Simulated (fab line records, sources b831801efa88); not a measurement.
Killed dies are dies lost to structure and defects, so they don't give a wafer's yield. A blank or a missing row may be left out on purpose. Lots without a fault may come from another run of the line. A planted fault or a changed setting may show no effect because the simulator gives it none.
Chamber matching | flow gf180mcu | GF_V1_ETCH_16 on rie_diel-02: 4 sister chambers
The step etches BARC in N2/H2. 8 wafers are shown with their chamber, then 10 later ones without.

WAFERS WITH THEIR CHAMBER
wafer  | chamber | drypump_motor_current_A (A) | h2_flow_sccm (sccm)
L079.4 | 0       | 5.87                        | 199.8
L084.2 | 2       | 5.21                        | 199.5
L085.6 | 0       | 5.83                        | 200.7
L090.3 | 1       | 6.09                        | 199.5
L090.4 | 3       | 5.51                        | 200.1
L090.6 | 2       | 5.22                        | 200.3
L092.2 | 3       | 5.51                        | 199.8
L092.4 | 1       | 6.10                        | 198.8

WAFERS WITHOUT THEIR CHAMBER
wafer  | drypump_motor_current_A (A) | h2_flow_sccm (sccm)
L092.6 | 6.14                        | 199.8
L094.1 | 5.15                        | 200.4
L094.5 | 5.17                        | 200.5
L094.6 | 5.51                        | 200.3
L096.1 | 5.19                        | 199.1
L096.3 | 5.90                        | 199.7
L096.6 | 5.21                        | 199.6
L097.2 | 6.12                        | 199.4
L097.3 | 5.21                        | 199.8
L097.4 | 5.87                        | 200.7

WHICH CHAMBER EACH WENT THROUGH
wafer  | from the rows above | in truth
L092.6 | 1                   | 1
L094.1 | 2                   | 2
L094.5 | 2                   | 2
L094.6 | 3                   | 3
L096.1 | 2                   | 2
L096.3 | 0                   | 0
L096.6 | 2                   | 2
L097.2 | 1                   | 1
L097.3 | 2                   | 2
L097.4 | 0                   | 0
Placed correctly: 10 of 10. Can't be placed from these rows: 0. Placed wrongly: 0.
How it was worked out, from the rows above alone: a wafer's distance from a chamber is the root of the sum, over the readings, of the square of ((its reading less the chamber's mean) divided by the reading's scatter). The wafer belongs to the nearest chamber; if the next one is less than 2 further off, it can't be placed. A chamber's mean is the mean of its shown wafers. The scatter: the root of (the sum of the squares of (reading less its chamber's mean) over the shown wafers, divided by (wafers less chambers)).
